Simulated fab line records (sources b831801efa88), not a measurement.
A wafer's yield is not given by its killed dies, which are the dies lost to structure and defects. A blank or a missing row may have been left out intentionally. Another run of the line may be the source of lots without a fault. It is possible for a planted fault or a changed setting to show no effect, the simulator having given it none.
Which tool was responsible? || flow sky130 || 6 lots, 18 wafers sampled, at 3 steps of a route of 708

## WHAT EACH GAUGE READ, for each wafer
SKY_VT_ADJUST_LVTN_TW_MEAS_10.
{"lot": "L720", "measured": "day 7 09:45", "on": "film metro-02", "VT_ADJUST_LVTN_TW": "235.6 236.3 236.9"}
{"lot": "L725", "measured": "day 8 23:10", "on": "film metro-03", "VT_ADJUST_LVTN_TW": "241.6 241.2 241.6"}
{"lot": "L728", "measured": "day 9 17:05", "on": "film metro-02", "VT_ADJUST_LVTN_TW": "237.3 237.3 237.3"}
{"lot": "L732", "measured": "day 10 18:11", "on": "film metro-01", "VT_ADJUST_LVTN_TW": "226.3 226.8 225.7"}
{"lot": "L736", "measured": "day 11 19:06", "on": "film metro-03", "VT_ADJUST_LVTN_TW": "241.0 241.8 241.9"}
{"lot": "L739", "measured": "day 12 16:48", "on": "film metro-03", "VT_ADJUST_LVTN_TW": "243.5 241.8 241.1"}

## WHICH TOOL RAN EACH LOT (tool, then ch and the chambers of the sampled wafers, then the start)
{"lot": "L720", "SKY_NWELL_STRIP_14": "plasma asher-04 ch 0,1, day 5 01:33", "SKY_VT_ADJUST_LVTN_IMPLANT_08": "implanter-04 ch 0, day 7 09:30"}
{"lot": "L725", "SKY_NWELL_STRIP_14": "plasma asher-01 ch 0,1, day 6 10:27", "SKY_VT_ADJUST_LVTN_IMPLANT_08": "implanter-02 ch 0, day 8 22:56"}
{"lot": "L728", "SKY_NWELL_STRIP_14": "plasma asher-04 ch 0,1, day 7 00:15", "SKY_VT_ADJUST_LVTN_IMPLANT_08": "implanter-01 ch 0, day 9 16:50"}
{"lot": "L732", "SKY_NWELL_STRIP_14": "plasma asher-04 ch 0,1, day 7 23:26", "SKY_VT_ADJUST_LVTN_IMPLANT_08": "implanter-04 ch 0, day 10 17:56"}
{"lot": "L736", "SKY_NWELL_STRIP_14": "plasma asher-02 ch 0,1, day 8 21:07", "SKY_VT_ADJUST_LVTN_IMPLANT_08": "implanter-01 ch 0, day 11 18:51"}
{"lot": "L739", "SKY_NWELL_STRIP_14": "plasma asher-02 ch 0,1, day 9 17:22", "SKY_VT_ADJUST_LVTN_IMPLANT_08": "implanter-02 ch 0, day 12 16:33"}
- SKY_NWELL_STRIP_14: strips in O2/N2.
- SKY_VT_ADJUST_LVTN_IMPLANT_08

## THE ANSWER, worked out from the rows above alone
Rule: the usual values come from the lots themselves. Put in order of their means at a reading, lots are off if they are a third of the lots or fewer, leave a main group of 4 or more, and stand apart from it by a gap of 3 or more times the standard deviation of the main group's means; of several such gaps the widest counts. If all means in a main group match to the digits the tables above print for the reading, that group is not used. Also off: a lot with no number at a reading for which 4 or more lots have one. Where the step has rows for the other lots, those lots are counted as sound.
Off: L732, at SKY_VT_ADJUST_LVTN_TW_MEAS_10 (VT_ADJUST_LVTN_TW). Mean 239.7 and standard deviation 2.5 in the main group.
If a tool, at a process step before that reading, ran all the lots that are off and no sound lot after the first of them, it fits. Gauges at SKY_VT_ADJUST_LVTN_TW_MEAS_10: tried the same way as those tools. Can't be told from this: 3 tools fit, plasma asher-04 at SKY_NWELL_STRIP_14, implanter-04 at SKY_VT_ADJUST_LVTN_IMPLANT_08, film metro-01 at SKY_VT_ADJUST_LVTN_TW_MEAS_10.

## WHAT THE SIMULATOR PUT IN
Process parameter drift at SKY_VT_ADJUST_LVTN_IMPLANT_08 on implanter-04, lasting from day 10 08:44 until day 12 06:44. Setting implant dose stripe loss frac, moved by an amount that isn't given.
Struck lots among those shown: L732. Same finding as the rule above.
